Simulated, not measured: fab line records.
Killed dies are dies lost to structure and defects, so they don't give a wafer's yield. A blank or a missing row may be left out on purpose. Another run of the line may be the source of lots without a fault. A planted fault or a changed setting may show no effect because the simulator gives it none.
fab line records | flow sky130
record lots=24 wafers=72 last-day=51
route steps=708 shown VIA1@471 VIA2@521 METAL3@567 VIA3@588
lots that met no fault: taken from a fault-free run of the same line
start-h: the number of hours between the record's first day and the start of the first shown wafer of the lot | wait-h: hours since the lot's step before | " as in the row above | L1.1+2: one row covering several wafers at once | - value missing, or start not given | * or withheld: withheld | < > ~ a bound
route shown NAME@n: NAME is a module with steps in the file, n the number in the route of the first one | usual: mean/standard deviation taken from wafers without a fault | same: alike in all rows | chamber/n: place in a boat | sites: each site's reading | _std_site: how widely they spread, as a standard deviation | _edge_site: the outer-site mean with the inner-site mean subtracted | radius-mm: for every site, how far away it sits from the centre of the wafer | mask NAME#n: copy n | behind: tool/chamber where the wafer was last shaped | hold: why the lot was held/for how many hours/how that ended | device: whichever transistor did not switch (one of n, p or np) | end of line: the route-end tests of the same wafers | step lacking rows: just its recipe | killed: dies lost to structure and defects at the first sort, not the wafer's yield | map: per-die view of a wafer (x killed, . not killed, _ where there is no die)
set.NAME: the setting the step ran with; set.NAME@STEP: the setting that earlier step ran with | model.NAME: the simulator's own value behind a step, which no gauge read
steps of the route over a sample of lots; a table a step, a row a wafer
services: the hour from which a tool's chamber was out of use, counted from the record's first day as start-h (under 0 if before that day), plus the number of hours and why
## steps
# step SKY_VIA1_OVL_MEAS_13
# usual VIA1_OVL=0/6.5
# columns lot.wafer tool chamber start-h wait-h VIA1_OVL[nm]
L074.1 overlay-02 - 792.32 0.1 -1
L074.2 " - " " -4
L074.4 " - " " -1
L075.1 overlay-02 - 813.60 0.1 7
L075.4 " - " " -3
L075.5 " - " " 4
L076.1 overlay-01 - 817.60 0.1 1
L076.2 " - " " -6
L076.4 " - " " -3
L077.3 overlay-02 - 832.36 0.1 0
L077.4 " - " " 7
L077.5 " - " " -4
L079.1 overlay-01 - 836.89 0.1 3
L079.3 " - " " -1
L079.4 " - " " 5
L078.3 overlay-01 - 841.00 0.1 9
L078.4 " - " " -2
L078.5 " - " " 6
L080.2 overlay-02 - 851.15 0.1 9
L080.3 " - " " 3
L080.6 " - " " 7
L081.3 overlay-02 - 861.53 0.1 3
L081.4 " - " " -6
L081.5 " - " " 4
L082.2 overlay-02 - 862.98 0.1 -1
L082.3 " - " " -7
L082.6 " - " " -4
L083.2 overlay-01 - 878.70 0.1 0
L083.3 " - " " 11
L083.4 " - " " 8
L085.1 overlay-02 - 886.94 0.1 -1
L085.2 " - " " -2
L085.5 " - " " -2
L084.3 overlay-01 - 888.10 0.1 9
L084.4 " - " " -8
L084.6 " - " " -5
L086.1 overlay-01 - 892.49 0.1 -1
L086.2 " - " " -6
L086.6 " - " " -8
L087.1 overlay-02 - 913.35 0.1 13
L087.2 " - " " 0
L087.4 " - " " 3
L088.3 overlay-01 - 921.79 0.1 6
L088.4 " - " " -6
L088.6 " - " " -2
L089.1 overlay-01 - 933.90 0.1 2
L089.3 " - " " 0
L089.4 " - " " -5
L090.2 overlay-02 - 938.65 0.1 -2
L090.4 " - " " -10
L090.5 " - " " 3
L091.1 overlay-02 - 952.50 0.1 1
L091.4 " - " " -6
L091.6 " - " " -9
L092.1 overlay-02 - 958.17 0.1 1
L092.2 " - " " -3
L092.6 " - " " -10
L093.1 overlay-01 - 963.92 0.1 -3
L093.2 " - " " 11
L093.3 " - " " -3
L094.2 overlay-02 - 966.05 0.1 -4
L094.4 " - " " -12
L094.6 " - " " -5
L096.1 overlay-01 - 969.39 0.1 9
L096.2 " - " " 4
L096.5 " - " " 13
L095.4 overlay-02 - 972.71 0.1 8
L095.5 " - " " 17
L095.6 " - " " 1
L097.2 overlay-01 - 976.55 0.1 -5
L097.4 " - " " -3
L097.5 " - " " 5
# step SKY_VIA1_STRIP_16
# recipe chemistry=O2/N2 power-w=1400 pressure-mtorr=1500 platen-temp-c=withheld o2-flow-sccm=3000 n2-flow-sccm=300 overash-fraction=0.5
# usual chamber-pressure-mTorr=1499.9/1.5 drypump-motor-current-A=5.5/0.45 o2-flow-sccm=3001/9.1 oes-product-au=0.415/0.0046 strip-time-to-endpoint-s=4.451/0.022
# columns lot.wafer tool chamber start-h wait-h chamber-pressure-mTorr drypump-motor-current-A o2-flow-sccm oes-product-au rf-hours-counter-h strip-time-to-endpoint-s
L074.1 plasma-asher-01 1 792.45 0.0 1498.7 4.8 3001 0.411 98 4.419
L074.2 " 0 " " 1500.0 5.6 2992 0.406 98 4.450
L074.4 " 1 " " 1497.4 4.8 3006 0.419 - 4.462
L075.1 plasma-asher-01 1 813.72 0.0 1499.5 4.8 3009 0.405 100 4.420
L075.4 " 0 " " 1499.3 5.7 2981 0.411 - 4.451
L075.5 " 0 " " 1499.7 5.7 2997 0.418 - 4.453
L076.1 plasma-asher-02 1 817.72 0.0 1501.5 5.6 2989 0.413 70 4.401
L076.2 " 0 " " 1501.6 5.1 3015 0.411 70 4.416
L076.4 " 0 " " 1498.9 5.1 3012 0.410 - 4.450
L077.3 plasma-asher-01 0 832.50 0.1 1502.4 5.7 3003 0.413 - 4.425
L077.4 " 1 " " 1497.9 4.8 3001 0.418 - 4.451
L077.5 " 1 " " 1497.6 4.8 3002 0.417 - 4.460
L079.1 plasma-asher-02 1 837.02 0.0 1502.0 5.6 3011 0.410 72 4.420
L079.3 " 0 " " 1501.3 5.1 2997 0.416 - 4.407
L079.4 " 1 " " 1498.7 5.6 3012 0.417 - 4.434
L078.3 plasma-asher-03 0 841.15 0.1 1499.7 6.3 3012 0.420 - 4.465
L078.4 " 1 " " 1498.8 5.8 3009 0.422 - 4.441
L078.5 " 1 " " 1501.4 5.8 3002 0.420 - 4.500
L080.2 plasma-asher-02 1 851.27 0.0 1501.3 5.6 2998 0.426 73 4.507
L080.3 " 1 " " 1498.6 5.6 3015 0.419 - 4.485
L080.6 " 1 " " 1501.3 5.6 3006 0.414 - 4.465
L081.3 plasma-asher-02 1 861.68 0.1 1499.5 5.6 2991 0.420 - 4.439
L081.4 " 0 " " 1497.8 5.1 3005 0.417 - 4.439
L081.5 " 1 " " 1498.2 5.6 2985 0.411 - 4.480
L082.2 plasma-asher-02 1 863.10 0.0 1499.0 5.6 3011 0.419 75 4.445
L082.3 " 1 " " 1500.1 5.6 2986 0.411 - 4.459
L082.6 " 0 " " 1499.7 5.1 3000 0.427 - 4.443
L083.2 plasma-asher-03 0 878.82 0.0 1502.6 6.3 3007 0.413 14 4.399
L083.3 " 1 " " 1499.7 5.8 2995 0.412 - 4.428
L083.4 " 0 " " 1500.7 6.3 3001 0.414 - 4.426
L085.1 plasma-asher-02 0 887.07 0.0 1499.5 5.1 3010 0.418 77 4.475
L085.2 " 1 " " 1499.5 5.6 3001 0.412 77 4.441
L085.5 " 0 " " 1501.1 5.1 2995 0.420 - 4.432
L084.3 plasma-asher-01 1 888.25 0.1 1499.1 4.8 3003 0.418 - 4.435
L084.4 " 0 " " 1501.1 5.7 2993 0.414 - 4.473
L084.6 " 1 " " 1500.2 4.8 3002 0.420 - 4.456
L086.1 plasma-asher-01 0 892.62 0.0 1498.6 5.7 3008 0.419 108 4.440
L086.2 " 1 " " 1498.3 4.8 3001 0.415 108 4.434
L086.6 " 0 " " 1498.3 5.7 3003 0.423 - 4.412
L087.1 plasma-asher-01 0 913.47 0.0 1499.4 5.7 2999 0.422 110 4.461
L087.2 " 1 " " 1500.5 4.8 2986 0.412 110 4.446
L087.4 " 0 " " 1499.2 5.7 3009 0.421 - 4.463
L088.3 plasma-asher-01 1 921.93 0.1 1498.5 4.8 3001 0.414 - 4.498
L088.4 " 0 " " 1498.3 5.7 2990 0.416 - 4.453
L088.6 " 1 " " 1496.1 4.8 3013 0.417 - 4.442
L089.1 plasma-asher-02 0 934.02 0.0 1500.7 5.1 3011 0.415 81 4.418
L089.3 " 1 " " 1501.2 5.6 3012 0.420 - 4.450
L089.4 " 0 " " 1502.4 5.1 3002 0.419 - 4.478
L090.2 plasma-asher-02 0 938.77 0.0 1498.1 5.2 3014 0.410 82 4.464
L090.4 " 1 " " 1500.2 5.6 3000 0.412 - 4.442
L090.5 " 1 " " 1500.9 5.6 3017 0.407 - 4.439
L091.1 plasma-asher-03 1 952.62 0.0 1500.3 5.8 2989 0.415 21 4.468
L091.4 " 0 " " 1500.5 6.4 2987 0.414 - 4.468
L091.6 " 1 " " 1499.3 5.8 3011 0.416 - 4.475
L092.1 plasma-asher-01 1 958.30 0.0 1498.6 4.8 2996 0.412 115 4.438
L092.2 " 0 " " 1499.0 5.7 2989 0.417 115 4.434
L092.6 " 1 " " 1500.4 4.9 2997 0.416 - 4.445
L093.1 plasma-asher-02 0 964.05 0.0 1499.6 5.1 3003 0.420 85 4.464
L093.2 " 1 " " 1497.6 5.6 2986 0.415 85 4.479
L093.3 " 0 " " 1500.0 5.1 2998 0.415 - 4.473
L094.2 plasma-asher-02 0 966.17 0.0 1498.1 5.1 3022 0.409 85 4.440
L094.4 " 1 " " 1500.7 5.5 2992 0.410 - 4.443
L094.6 " 0 " " 1499.4 5.1 3008 0.416 - 4.438
L096.1 plasma-asher-03 0 969.52 0.0 1498.4 6.3 3005 0.421 22 4.449
L096.2 " 1 " " 1500.8 5.8 3003 0.412 22 4.437
L096.5 " 1 " " 1500.6 5.8 3006 0.407 - 4.437
L095.4 plasma-asher-03 0 972.85 0.1 1497.6 6.4 3001 0.413 - 4.468
L095.5 " 1 " " 1499.7 5.8 3018 0.414 - 4.453
L095.6 " 0 " " 1499.9 6.3 3000 0.417 - 4.439
L097.2 plasma-asher-02 0 976.67 0.0 1501.3 5.1 2992 0.413 86 4.491
L097.4 " 1 " " 1501.0 5.6 2992 0.417 - 4.443
L097.5 " 0 " " 1498.3 5.1 3004 0.407 - 4.454
# step SKY_VIA2_ETCH_14
# recipe chemistry=N2/H2 target=BARC ion-energy-ev=200 source-w=500 bias-w=100 pressure-mtorr=30 n2-flow-sccm=100 h2-flow-sccm=200 stop-on=SiO2 time-s=45.9 target-depth-a=600
# usual chamber-pressure-mTorr=30.001/0.026 drypump-motor-current-A=5.6/0.47 oes-product-au=0.855/0.0055 throttle-valve-pct=13.225/0.0096
# columns lot.wafer tool chamber start-h wait-h chamber-pressure-mTorr drypump-motor-current-A oes-product-au rf-hours-counter-h throttle-valve-pct
L074.1 rie-diel-02 0 849.09 0.0 30.030 5.2 0.848 12 13.220
L074.2 " 1 " " 30.008 6.1 0.847 18 13.232
L074.4 " 3 " " 29.961 5.0 0.850 - 13.226
L075.1 rie-diel-03 2 869.56 0.0 30.022 5.9 0.852 25 13.222
L075.4 " 3 " " 30.037 6.2 0.857 14 13.226
L075.5 " 3 " " 29.985 6.2 0.855 - 13.233
L076.1 rie-diel-01 1 872.88 0.0 29.963 5.0 0.856 3 13.234
L076.2 " 3 " " 30.014 5.1 0.853 11 13.220
L076.4 " 2 " " 30.017 6.1 0.845 0 13.227
L077.3 rie-diel-02 2 888.41 0.0 29.989 6.1 0.871 1 13.232
L077.4 " 3 " " 30.022 5.0 0.858 11 13.216
L077.5 " 1 " " 29.942 6.1 0.856 - 13.222
L079.1 rie-diel-03 3 891.49 0.0 30.004 6.2 0.852 14 13.217
L079.3 " 0 " " 30.052 5.3 0.858 8 13.230
L079.4 " 1 " " 30.024 6.0 0.852 7 13.230
L078.3 rie-diel-01 1 895.81 0.0 29.965 5.0 0.849 4 13.231
L078.4 " 3 " " 30.007 5.1 0.860 12 13.239
L078.5 " 2 " " 29.978 6.0 0.854 - 13.244
L080.2 rie-diel-03 3 905.46 0.0 30.050 6.2 0.862 15 13.223
L080.3 " 0 " " 30.075 5.2 0.855 9 13.230
L080.6 " 3 " " 29.986 6.2 0.855 - 13.229
L081.3 rie-diel-02 0 915.89 0.0 30.003 5.2 0.860 14 13.228
L081.4 " 2 " " 30.011 6.2 0.860 - 13.251
L081.5 " 0 " " 30.000 5.2 0.862 - 13.229
L082.2 rie-diel-01 2 917.73 0.0 30.016 6.1 0.854 1 13.237
L082.3 " 1 " " 30.006 5.0 0.855 5 13.223
L082.6 " 1 " " 30.012 5.0 0.856 - 13.236
L083.2 rie-diel-03 1 931.89 0.0 30.036 5.9 0.861 9 13.221
L083.3 " 0 " " 30.020 5.3 0.852 10 13.236
L083.4 " 0 " " 29.959 5.3 0.871 - 13.213
L085.1 rie-diel-01 3 940.66 0.0 30.019 5.1 0.849 13 13.221
L085.2 " 1 " " 29.994 5.0 0.849 5 13.223
L085.5 " 0 " " 30.032 5.5 0.850 - 13.219
L084.3 rie-diel-02 1 942.44 0.0 30.005 6.1 0.850 21 13.235
L084.4 " 0 " " 30.013 5.2 0.850 14 13.210
L084.6 " 3 " " 30.065 5.0 0.856 - 13.217
L086.1 rie-diel-01 3 946.08 0.0 29.975 5.1 0.858 14 13.238
L086.2 " 2 " " 29.982 6.1 0.848 2 13.221
L086.6 " 1 " " 30.014 5.0 0.863 - 13.213
L087.1 rie-diel-02 0 967.21 0.0 30.002 5.1 0.851 15 13.213
L087.2 " 2 " " 30.015 6.1 0.856 3 13.214
L087.4 " 3 " " 30.014 5.0 0.849 12 13.227
L088.3 rie-diel-03 0 974.79 0.0 30.006 5.3 0.858 11 13.220
L088.4 " 3 " " 29.973 6.2 0.851 17 13.218
L088.6 " 3 " " 30.045 6.2 0.863 - 13.231
L089.1 rie-diel-02 2 986.38 0.0 29.991 6.2 0.854 4 13.247
L089.3 " 1 " " 30.007 6.1 0.857 22 13.211
L089.4 " 3 " " 30.013 5.0 0.847 - 13.205
L090.2 rie-diel-03 3 991.09 0.0 29.937 6.2 0.857 17 13.231
L090.4 " 0 " " 29.982 5.2 0.862 12 13.223
L090.5 " 0 " " 29.955 5.3 0.862 - 13.225
L091.1 rie-diel-02 3 1004.49 0.0 29.987 5.0 0.852 14 13.228
L091.4 " 1 " " 29.975 6.1 0.855 23 13.215
L091.6 " 3 " " 30.027 5.0 0.856 - 13.218
L092.1 rie-diel-01 0 1009.28 0.0 30.024 5.5 0.857 17 13.232
L092.2 " 2 " " 29.994 6.1 0.861 4 13.250
L092.6 " 0 " " 30.007 5.5 0.854 - 13.237
L093.1 rie-diel-03 2 1015.19 0.0 29.966 5.9 0.864 30 13.223
L093.2 " 1 " " 29.992 6.0 0.854 12 13.228
L093.3 " 0 " " 29.966 5.3 0.848 12 13.218
L094.2 rie-diel-01 1 1017.54 0.0 30.012 5.0 0.853 7 13.227
L094.4 " 0 " " 30.007 5.5 0.853 17 13.254
L094.6 " 0 " " 29.986 5.5 0.857 - 13.226
L096.1 rie-diel-02 2 1021.21 0.0 30.010 6.1 0.868 5 13.215
L096.2 " 3 " " 29.993 5.1 0.849 14 13.211
L096.5 " 0 " " 29.971 5.2 0.864 - 13.223
L095.4 rie-diel-02 1 1023.89 0.0 29.980 6.1 0.849 23 13.245
L095.5 " 1 " " 30.002 6.1 0.855 - 13.213
L095.6 " 2 " " 29.984 6.2 0.847 - 13.236
L097.2 rie-diel-03 1 1026.06 0.0 30.037 5.9 0.863 12 13.224
L097.4 " 0 " " 30.005 5.2 0.854 13 13.228
L097.5 " 2 " " 29.987 5.9 0.857 - 13.227
# step SKY_METAL3_ETCH_17
# recipe target=SiO2 stop-on=TiN chemistry=C4F8/O2/Ar source-w=1500 bias-w=1200 pressure-mtorr=40 c4f8-flow-sccm=withheld O2_flow_sccm=6 Ar_flow_sccm=300 time-s=3.9 target-depth-a=150
# usual chamber-pressure-mTorr=39.99/0.039 oes-product-au=0.756/0.0069
# columns lot.wafer tool chamber start-h wait-h chamber-pressure-mTorr oes-product-au
L074.1 rie-diel-01 3 903.11 0.1 39.95 0.758
L074.2 " 1 " " 39.98 0.764
L074.4 " 0 " " 40.01 0.754
L075.1 rie-diel-04 3 925.01 0.1 39.94 0.752
L075.4 " 2 " " 39.99 0.757
L075.5 " 1 " " 40.01 0.756
L076.1 rie-diel-03 1 926.04 0.1 40.02 0.757
L076.2 " 0 " " 39.98 0.763
L076.4 " 3 " " 39.98 0.772
L077.3 rie-diel-04 2 941.56 0.0 39.95 0.741
L077.4 " 1 " " 39.97 0.769
L077.5 " 1 " " 39.92 0.753
L079.1 rie-diel-04 0 944.49 0.1 39.96 0.753
L079.3 " 2 " " 40.01 0.750
L079.4 " 1 " " 39.99 0.757
L078.3 rie-diel-03 1 949.86 0.0 39.98 0.756
L078.4 " 0 " " 40.01 0.751
L078.5 " 0 " " 39.92 0.759
L080.2 rie-diel-03 3 958.56 0.1 40.01 0.749
L080.3 " 2 " " 39.99 0.745
L080.6 " 3 " " 40.01 0.748
L081.3 rie-diel-01 1 968.66 0.0 39.96 0.747
L081.4 " 2 " " 40.01 0.754
L081.5 " 1 " " 40.01 0.761
L082.2 rie-diel-04 0 970.41 0.1 39.94 0.753
L082.3 " 1 " " 40.00 0.751
L082.6 " 3 " " 39.94 0.755
L083.2 rie-diel-03 0 983.79 0.1 39.95 0.751
L083.3 " 3 " " 39.99 0.763
L083.4 " 1 " " 40.02 0.760
L085.1 rie-diel-01 3 991.96 0.1 39.90 0.757
L085.2 " 1 " " 39.97 0.755
L085.5 " 1 " " 39.94 0.765
L084.3 rie-diel-01 1 993.66 0.0 40.00 0.750
L084.4 " 2 " " 40.03 0.762
L084.6 " 0 " " 40.01 0.756
L086.1 rie-diel-04 0 998.31 0.1 40.03 0.737
L086.2 " 2 " " 39.99 0.740
L086.6 " 3 " " 40.03 0.756
L087.1 rie-diel-04 2 1018.16 0.1 40.00 0.747
L087.2 " 0 " " 39.99 0.753
L087.4 " 1 " " 40.01 0.759
L088.3 rie-diel-01 2 1024.26 0.0 39.97 0.749
L088.4 " 3 " " 40.00 0.755
L088.6 " 3 " " 40.01 0.751
L089.1 rie-diel-01 0 1035.64 0.1 39.92 0.747
L089.3 " 2 " " 40.00 0.745
L089.4 " 3 " " 40.08 0.757
L090.2 rie-diel-04 3 1040.21 0.1 40.03 0.742
L090.4 " 0 " " 39.96 0.765
L090.5 " 1 " " 39.93 0.762
L091.1 rie-diel-03 2 1052.71 0.1 39.99 0.746
L091.4 " 3 " " 40.01 0.767
L091.6 " 3 " " 40.05 0.759
L092.1 rie-diel-03 0 1057.59 0.1 40.02 0.758
L092.2 " 1 " " 40.04 0.756
L092.6 " 3 " " 39.99 0.765
L093.1 rie-diel-01 3 1063.49 0.1 40.02 0.747
L093.2 " 1 " " 39.92 0.753
L093.3 " 2 " " 39.91 0.750
L094.2 rie-diel-03 2 1065.21 0.1 40.02 0.748
L094.4 " 0 " " 40.04 0.760
L094.6 " 3 " " 39.98 0.760
L096.1 rie-diel-01 1 1068.48 0.1 40.02 0.761
L096.2 " 2 " " 39.99 0.745
L096.5 " 1 " " 39.97 0.754
L095.4 rie-diel-04 0 1071.39 0.0 39.98 0.759
L095.5 " 0 " " 40.01 0.763
L095.6 " 3 " " 40.06 0.748
L097.2 rie-diel-01 0 1073.31 0.1 40.04 0.758
L097.4 " 2 " " 40.05 0.763
L097.5 " 2 " " 39.98 0.761
# step SKY_VIA3_ETCH_15
# recipe target=SiO2 chemistry=C4F8/O2/Ar target-depth-nm=507 stop-on=TiN mask-material=KrF-thick source-w=1500 bias-w=1200 pressure-mtorr=40 c4f8-flow-sccm=withheld O2_flow_sccm=6 Ar_flow_sccm=300 time-s=78
# usual chamber-pressure-mTorr=40.00/0.035 oes-product-au=0.946/0.0054
# columns lot.wafer tool chamber start-h wait-h chamber-pressure-mTorr oes-product-au rf-hours-counter-h
L074.1 rie-diel-03 2 930.27 0.0 40.01 0.948 27
L074.2 " 1 " " 40.01 0.950 9
L074.4 " 2 " " 39.97 0.946 -
L075.1 rie-diel-03 1 951.52 0.0 39.94 0.941 10
L075.4 " 3 " " 40.03 0.951 16
L075.5 " 2 " " 40.00 0.951 -
L076.1 rie-diel-03 1 952.28 0.0 40.00 0.940 10
L076.2 " 3 " " 39.97 0.941 16
L076.4 " 2 " " 39.99 0.945 28
L077.3 rie-diel-04 1 968.23 0.0 39.97 0.939 16
L077.4 " 1 " " 39.99 0.938 -
L077.5 " 3 " " 40.04 0.955 -
L079.1 rie-diel-02 2 971.03 0.0 40.00 0.951 3
L079.3 " 0 " " 40.05 0.935 15
L079.4 " 1 " " 40.00 0.940 21
L078.3 rie-diel-02 3 976.08 0.0 39.94 0.946 13
L078.4 " 2 " " 39.98 0.961 3
L078.5 " 3 " " 39.98 0.953 -
L080.2 rie-diel-03 2 985.47 0.0 40.02 0.934 29
L080.3 " 0 " " 40.03 0.937 12
L080.6 " 3 " " 40.03 0.952 -
L081.3 rie-diel-03 1 994.73 0.0 40.01 0.950 11
L081.4 " 3 " " 40.05 0.946 18
L081.5 " 2 " " 40.03 0.955 -
L082.2 rie-diel-04 2 996.27 0.0 40.01 0.946 24
L082.3 " 0 " " 40.00 0.946 9
L082.6 " 0 " " 40.00 0.948 -
L083.2 rie-diel-04 0 1008.97 0.0 39.94 0.945 9
L083.3 " 1 " " 39.94 0.947 17
L083.4 " 2 " " 40.05 0.957 24
L085.1 rie-diel-04 2 1016.83 0.0 40.04 0.938 24
L085.2 " 1 " " 40.04 0.934 18
L085.5 " 1 " " 39.98 0.943 -
L084.3 rie-diel-03 0 1018.93 0.0 40.03 0.946 13
L084.4 " 3 " " 39.96 0.942 19
L084.6 " 3 " " 39.99 0.949 -
L086.1 rie-diel-04 1 1023.83 0.0 40.01 0.946 18
L086.2 " 2 " " 39.95 0.947 25
L086.6 " 2 " " 39.98 0.939 -
L087.1 rie-diel-03 1 1042.43 0.0 40.00 0.945 13
L087.2 " 3 " " 40.00 0.951 20
L087.4 " 0 " " 40.00 0.943 13
L088.3 rie-diel-02 2 1048.12 0.0 39.99 0.942 6
L088.4 " 1 " " 39.98 0.937 24
L088.6 " 1 " " 40.01 0.938 -
L089.1 rie-diel-04 0 1059.68 0.0 40.05 0.942 11
L089.3 " 3 " " 40.01 0.954 20
L089.4 " 2 " " 39.93 0.946 26
L090.2 rie-diel-04 0 1064.77 0.0 40.09 0.941 11
L090.4 " 1 " " 40.05 0.947 19
L090.5 " 3 " " 40.03 0.946 -
L091.1 rie-diel-03 1 1075.78 0.0 40.05 0.954 14
L091.4 " 3 " " 40.05 0.948 -
L091.6 " 0 " " 39.97 0.958 -
L092.1 rie-diel-04 1 1080.83 0.0 39.95 0.942 20
L092.2 " 3 " " 39.99 0.950 20
L092.6 " 1 " " 40.05 0.945 -
L093.1 rie-diel-04 1 1086.78 0.0 40.00 0.948 20
L093.2 " 2 " " 39.99 0.945 26
L093.3 " 0 " " 39.98 0.946 12
L094.2 rie-diel-02 0 1088.08 0.0 40.01 0.950 19
L094.4 " 2 " " 39.94 0.941 7
L094.6 " 1 " " 40.08 0.944 -
L096.1 rie-diel-02 3 1091.73 0.0 39.91 0.953 16
L096.2 " 1 " " 39.99 0.945 26
L096.5 " 2 " " 40.07 0.950 -
L095.4 rie-diel-04 3 1093.83 0.0 40.02 0.952 21
L095.5 " 2 " " 40.01 0.952 -
L095.6 " 1 " " 39.95 0.960 -
L097.2 rie-diel-02 0 1096.03 0.0 40.02 0.937 19
L097.4 " 1 " " 40.02 0.942 26
L097.5 " 0 " " 40.03 0.950 -
# step SKY_VIA3_CMP_24
# recipe stop-on=SiO2 t-overpolish-s=20 down-force-psi=3.5 platen-rpm=60 target-thk-nm=0 pad-velocity-m-s=0.94248
# usual motor-current-A=11.4/1.7 overpolish-run-s=20.000/0.0093 time-to-endpoint-s=95/4.6
# columns lot.wafer tool chamber start-h wait-h motor-current-A overpolish-run-s time-to-endpoint-s
L074.4 cmp-02 1 931.29 0.0 12.0 19.989 94
L074.1 " 3 " " 10.2 19.992 96
L074.2 " 0 " " 10.4 19.994 96
L075.1 cmp-01 2 952.59 0.1 14.9 20.002 88
L075.4 " 3 " " 8.6 20.000 92
L075.5 " 2 " " 14.4 19.999 86
L076.4 cmp-02 2 953.35 0.1 10.2 20.007 95
L076.1 " 3 " " 9.8 20.010 98
L076.2 " 0 " " 10.2 19.981 95
L077.4 cmp-02 1 969.38 0.1 12.3 20.010 92
L077.3 " 2 " " 10.4 19.999 90
L077.5 " 3 " " 10.1 19.997 95
L079.3 cmp-02 2 972.05 0.0 10.8 19.999 95
L079.4 " 0 " " 9.9 19.991 94
L079.1 " 1 " " 12.6 19.984 95
L078.3 cmp-02 1 977.21 0.1 13.1 20.010 99
L078.4 " 3 " " 10.2 19.988 102
L078.5 " 1 " " 12.9 19.999 96
L080.2 cmp-02 1 986.67 0.1 12.6 19.994 92
L080.3 " 2 " " 10.4 19.998 90
L080.6 " 0 " " 10.5 19.992 94
L081.3 cmp-02 2 995.83 0.1 10.3 20.003 94
L081.4 " 0 " " 9.8 20.004 98
L081.5 " 2 " " 10.5 19.989 94
L082.3 cmp-02 1 997.35 0.1 12.6 20.007 98
L082.2 " 2 " " 11.0 19.990 95
L082.6 " 1 " " 12.8 20.003 94
L083.2 cmp-02 1 1010.02 0.0 13.3 20.012 97
L083.3 " 3 " " 10.1 19.998 101
L083.4 " 0 " " 10.4 20.002 98
L085.2 cmp-01 2 1017.87 0.0 14.4 19.999 85
L085.1 " 0 " " 11.0 20.009 86
L085.5 " 2 " " 14.7 19.993 87
L084.4 cmp-01 3 1020.21 0.3 8.6 19.999 90
L084.3 " 0 " " 11.0 20.002 89
L084.6 " 2 " " 14.2 19.993 85
L086.2 cmp-01 2 1024.85 0.0 13.8 20.008 86
L086.1 " 3 " " 8.7 19.980 89
L086.6 " 2 " " 14.4 20.013 85
L087.1 cmp-02 1 1043.44 0.1 12.4 20.002 96
L087.2 " 2 " " 10.6 19.995 97
L087.4 " 3 " " 10.2 20.020 100
L088.4 cmp-02 1 1049.20 0.1 12.1 20.003 101
L088.3 " 3 " " 10.2 20.006 101
L088.6 " 0 " " 10.2 20.000 101
L089.4 cmp-01 1 1060.69 0.0 12.2 19.998 96
L089.1 " 2 " " 14.9 20.009 87
L089.3 " 0 " " 10.1 19.996 83
L090.4 cmp-02 3 1065.90 0.1 10.9 20.002 105
L090.2 " 0 " " 10.3 19.997 99
L090.5 " 2 " " 10.2 19.990 97
L091.4 cmp-01 3 1076.89 0.1 8.3 19.996 101
L091.1 " 0 " " 11.2 20.003 97
L091.6 " 2 " " 13.8 19.990 95
L092.1 cmp-01 2 1081.96 0.1 14.4 20.005 93
L092.2 " 3 " " 9.0 20.001 98
L092.6 " 0 " " 10.7 20.010 95
L093.3 cmp-02 1 1088.41 0.0 12.4 20.002 100
L093.2 " 3 " " 10.9 20.010 104
L093.1 " 0 " " 10.6 20.020 98
L094.2 cmp-01 1 1089.30 0.2 12.3 19.994 104
L094.4 " 3 " " 9.0 19.993 95
L094.6 " 1 " " 12.1 20.007 103
L096.2 cmp-01 0 1092.83 0.0 11.0 19.994 98
L096.1 " 3 " " 8.9 20.000 95
L096.5 " 0 " " 10.9 20.013 95
L095.4 cmp-01 0 1095.15 0.1 10.9 19.985 94
L095.5 " 2 " " 14.6 19.998 94
L095.6 " 3 " " 8.7 19.995 95
L097.4 cmp-01 0 1097.45 0.1 11.2 19.996 93
L097.2 " 1 " " 12.4 20.004 100
L097.5 " 2 " " 14.7 20.000 94
## services
# columns tool chamber start-h hours kind
rie-diel-04 - 770.10 4.3 pm
rie-diel-03 3 796.91 20.2 repair
rie-diel-01 2 801.81 9.5 repair
rie-diel-01 2 821.06 6.9 repair
rie-diel-04 0 824.30 7.4 repair
rie-diel-01 - 824.76 0.8 repair
rie-diel-03 2 833.39 6.1 repair
rie-diel-04 1 840.81 7.8 repair
rie-diel-04 3 857.72 8.3 repair
rie-diel-03 - 861.67 2.8 pm
rie-diel-01 3 862.30 2.6 repair
rie-diel-04 1 884.78 2.2 repair
rie-diel-03 2 893.47 7.6 repair
rie-diel-02 3 914.49 4.4 repair
rie-diel-04 0 916.28 13.4 repair
rie-diel-02 - 927.64 14.6 pm
rie-diel-03 3 928.55 15.0 repair
rie-diel-02 3 945.80 5.2 repair
rie-diel-01 3 954.92 8.4 repair
rie-diel-04 2 961.69 24.4 repair
rie-diel-02 0 979.05 8.9 repair
rie-diel-01 - 1037.64 4.3 pm
rie-diel-01 1 1084.37 7.1 repair
rie-diel-04 3 1089.70 3.3 repair
## key
fault none
